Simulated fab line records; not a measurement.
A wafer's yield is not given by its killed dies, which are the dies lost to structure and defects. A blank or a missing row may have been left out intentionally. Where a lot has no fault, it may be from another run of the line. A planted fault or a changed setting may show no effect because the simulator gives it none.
The tool behind it: which one? | flow sky130 | 24 lots with 72 wafers sampled at 3 steps, on a route of 708 steps

== WHAT THE GAUGES SHOWED, per wafer ==
SKY_VT_ADJUST_NCORE_TW_MEAS_11. Usual: VT_ADJUST_NCORE_TW 218.3, standard deviation 1.6.
lot  | measured     | on            | VT_ADJUST_NCORE_TW | flag
L074 | day 8 11:18  | film_metro-01 | 215.9 215.8 216.0  |
L075 | day 9 02:16  | film_metro-04 | 218.3 219.8 218.7  |
L076 | day 9 02:45  | film_metro-01 | 215.7 216.4 217.2  |
L077 | day 9 12:23  | film_metro-02 | 217.7 217.6 217.5  |
L078 | day 9 17:02  | film_metro-04 | 219.1 219.8 218.3  |
L079 | day 9 22:36  | film_metro-04 | 219.7 220.1 219.9  |
L080 | day 10 04:37 | film_metro-02 | 219.0 217.7 218.7  |
L081 | day 10 15:02 | film_metro-01 | 216.0 217.3 217.7  |
L082 | day 10 19:41 | film_metro-04 | 219.2 219.6 219.0  |
L083 | day 11 02:29 | film_metro-04 | 219.8 220.8 219.9  |
L084 | day 11 11:29 | film_metro-04 | 219.9 219.7 220.2  |
L085 | day 11 16:14 | film_metro-04 | 220.0 220.2 219.5  |
L086 | day 11 22:44 | film_metro-02 | 217.7 216.9 217.6  |
L087 | day 12 09:24 | film_metro-01 | 216.6 214.9 215.8  |
L088 | day 12 18:35 | film_metro-04 | 218.9 217.9 217.3  |
L089 | day 13 04:05 | film_metro-04 | 218.2 220.4 219.8  |
L090 | day 13 05:20 | film_metro-04 | 219.2 220.0 218.4  |
L091 | day 13 09:56 | film_metro-01 | 215.0 214.2 214.7  |
L092 | day 13 17:50 | film_metro-02 | 219.4 218.5 219.2  |
L093 | day 14 03:47 | film_metro-02 | 219.2 218.3 217.6  |
L094 | day 14 07:52 | film_metro-04 | 219.2 218.9 219.7  |
L095 | day 14 14:27 | film_metro-04 | 219.5 220.6 219.4  |
L096 | day 14 22:38 | film_metro-02 | 217.9 217.3 217.9  |
L097 | day 15 09:23 | film_metro-01 | 216.8 216.9 216.4  |

== TOOL THAT RAN EACH LOT (tool first, then ch and the chambers of the sampled wafers, then the start) ==
lot  | SKY_DNWELL_DEHYDRATE_00          | SKY_VT_ADJUST_LVTN_STRIP_20
L074 | litho_track-01 ch 0, day 2 19:11 | plasma_asher-04 ch 0,1, day 7 14:55
L075 | litho_track-01 ch 0, day 3 00:16 | plasma_asher-01 ch 0,1, day 8 05:10
L076 | litho_track-02 ch 0, day 3 05:57 | plasma_asher-02 ch 0,1, day 8 06:01
L077 | litho_track-04 ch 0, day 3 12:35 | plasma_asher-04 ch 1, day 8 15:09
L078 | litho_track-02 ch 0, day 3 16:10 | plasma_asher-04 ch 0,1, day 8 19:46
L079 | litho_track-02 ch 0, day 3 20:45 | plasma_asher-04 ch 0,1, day 9 01:25
L080 | litho_track-01 ch 0, day 4 00:37 | plasma_asher-01 ch 0,1, day 9 07:35
L081 | litho_track-02 ch 0, day 4 08:10 | plasma_asher-04 ch 0,1, day 9 16:31
L082 | litho_track-01 ch 0, day 4 12:58 | plasma_asher-01 ch 0,1, day 9 22:22
L083 | litho_track-01 ch 0, day 4 18:25 | plasma_asher-04 ch 0,1, day 10 03:46
L084 | litho_track-02 ch 0, day 5 00:16 | plasma_asher-01 ch 0, day 10 13:13
L085 | litho_track-04 ch 0, day 5 05:38 | plasma_asher-04 ch 0,1, day 10 17:37
L086 | litho_track-04 ch 0, day 5 09:44 | plasma_asher-04 ch 0,1, day 10 23:45
L087 | litho_track-01 ch 0, day 5 16:19 | plasma_asher-01 ch 0,1, day 11 08:28
L088 | litho_track-01 ch 0, day 6 01:11 | plasma_asher-01 ch 0,1, day 11 17:07
L089 | litho_track-02 ch 0, day 6 05:12 | plasma_asher-04 ch 0,1, day 12 02:45
L090 | litho_track-02 ch 0, day 6 09:01 | plasma_asher-04 ch 0,1, day 12 04:07
L091 | litho_track-01 ch 0, day 6 12:28 | plasma_asher-04 ch 0,1, day 12 09:37
L092 | litho_track-04 ch 0, day 6 17:17 | plasma_asher-02 ch 0,1, day 12 16:39
L093 | litho_track-04 ch 0, day 7 00:38 | plasma_asher-01 ch 0,1, day 13 02:30
L094 | litho_track-04 ch 0, day 7 05:23 | plasma_asher-02 ch 0,1, day 13 05:57
L095 | litho_track-01 ch 0, day 7 09:17 | plasma_asher-04 ch 0,1, day 13 11:53
L096 | litho_track-01 ch 0, day 7 16:52 | plasma_asher-02 ch 0,1, day 13 20:45
L097 | litho_track-04 ch 0, day 7 22:38 | plasma_asher-02 ch 0,1, day 14 06:41
- SKY_DNWELL_DEHYDRATE_00: time 62.92 s.
- SKY_VT_ADJUST_LVTN_STRIP_20: strips in O2/N2.

== WHAT THE TOOLS THEMSELVES READ (means of the sampled wafers that have a number; where no wafer has one, the mark that the record gives instead) ==
SKY_DNWELL_DEHYDRATE_00. Usual: plate_sensor_t_centre_C 201.07 C, standard deviation 0.01; plate_sensor_t_edge_C 201.55 C, standard deviation 0.011.
lot  | tool           | plate_sensor_t_centre_C (C) | plate_sensor_t_edge_C (C) | flag
L074 | litho_track-01 | 201.07                      | 201.54                    |
L075 | litho_track-01 | 201.07                      | 201.55                    |
L076 | litho_track-02 | 201.06                      | 201.56                    |
L077 | litho_track-04 | 201.07                      | 201.55                    |
L078 | litho_track-02 | 201.07                      | 201.55                    |
L079 | litho_track-02 | 201.07                      | 201.55                    |
L080 | litho_track-01 | 201.07                      | 201.55                    |
L081 | litho_track-02 | 201.07                      | 201.56                    |
L082 | litho_track-01 | 201.06                      | 201.55                    |
L083 | litho_track-01 | 201.07                      | 201.55                    |
L084 | litho_track-02 | 201.07                      | 201.56                    |
L085 | litho_track-04 | 201.07                      | 201.55                    |
L086 | litho_track-04 | 201.07                      | 201.55                    |
L087 | litho_track-01 | 201.07                      | 201.57                    |
L088 | litho_track-01 | 201.06                      | 201.55                    |
L089 | litho_track-02 | 201.07                      | 201.55                    |
L090 | litho_track-02 | 201.07                      | 201.54                    |
L091 | litho_track-01 | 201.06                      | 201.56                    |
L092 | litho_track-04 | 201.07                      | 201.55                    |
L093 | litho_track-04 | 201.06                      | 201.55                    |
L094 | litho_track-04 | 201.07                      | 201.55                    |
L095 | litho_track-01 | 201.07                      | 201.56                    |
L096 | litho_track-01 | 201.07                      | 201.55                    |
L097 | litho_track-04 | 201.06                      | 201.55                    |

SKY_VT_ADJUST_LVTN_STRIP_20. Usual: drypump_motor_current_A 6.1 A, standard deviation 0.49; o2_flow_sccm 3044 sccm, standard deviation 8.4; oes_product_au 0.716 a.u., standard deviation 0.0047; strip_time_to_endpoint_s 14.16 s, standard deviation 0.033.
lot  | tool            | drypump_motor_current_A (A) | o2_flow_sccm (sccm) | oes_product_au (a.u.) | strip_time_to_endpoint_s (s) | flag
L074 | plasma_asher-04 | 6.3                         | 3049                | 0.715                 | 14.15                        |
L075 | plasma_asher-01 | 5.7                         | 3046                | 0.712                 | 14.20                        |
L076 | plasma_asher-02 | 6.4                         | 3058                | 0.712                 | 14.19                        |
L077 | plasma_asher-04 | 5.8                         | 3046                | 0.712                 | 14.16                        |
L078 | plasma_asher-04 | 6.0                         | 3036                | 0.721                 | 14.16                        |
L079 | plasma_asher-04 | 6.0                         | 3045                | 0.717                 | 14.22                        |
L080 | plasma_asher-01 | 5.7                         | 3045                | 0.720                 | 14.20                        |
L081 | plasma_asher-04 | 6.3                         | 3045                | 0.718                 | 14.20                        |
L082 | plasma_asher-01 | 6.1                         | 3040                | 0.717                 | 14.10                        |
L083 | plasma_asher-04 | 6.3                         | 3050                | 0.716                 | 14.16                        |
L084 | plasma_asher-01 | 5.4                         | 3040                | 0.714                 | 14.16                        |
L085 | plasma_asher-04 | 6.3                         | 3034                | 0.717                 | 14.18                        |
L086 | plasma_asher-04 | 6.1                         | 3039                | 0.720                 | 14.16                        |
L087 | plasma_asher-01 | 5.7                         | 3044                | 0.717                 | 14.15                        |
L088 | plasma_asher-01 | 6.1                         | 3039                | 0.713                 | 14.19                        |
L089 | plasma_asher-04 | 6.3                         | 3046                | 0.721                 | 14.16                        |
L090 | plasma_asher-04 | 6.3                         | 3045                | 0.714                 | 14.15                        |
L091 | plasma_asher-04 | 6.1                         | 3050                | 0.716                 | 14.17                        |
L092 | plasma_asher-02 | 6.4                         | 3045                | 0.715                 | 14.09                        |
L093 | plasma_asher-01 | 5.7                         | 3049                | 0.718                 | 14.19                        |
L094 | plasma_asher-02 | 6.4                         | 3038                | 0.719                 | 14.12                        |
L095 | plasma_asher-04 | 6.0                         | 3050                | 0.716                 | 14.17                        |
L096 | plasma_asher-02 | 6.4                         | 3054                | 0.718                 | 14.18                        |
L097 | plasma_asher-02 | 6.4                         | 3045                | 0.716                 | 14.15                        |

== THE ANSWER, worked out from the rows above alone ==
Rule: take the mean of a lot's wafers that have a number; if it is more than 3 standard deviations from the usual mean, the lot is off. A lot without any number at a reading at which 4 lots or more have one is off too. Any other lot the step has rows for is counted as sound. First the gauges in route order, then the tools' own readings, where a lot's mean is used as printed above. At the first step where some lot is off, the reading lying furthest off is the one used; lots without a number count as furthest.
Across all readings shown, no lot is off: no conclusion can be drawn from this.

== WHAT HAD BEEN PUT IN BY THE SIMULATOR ==
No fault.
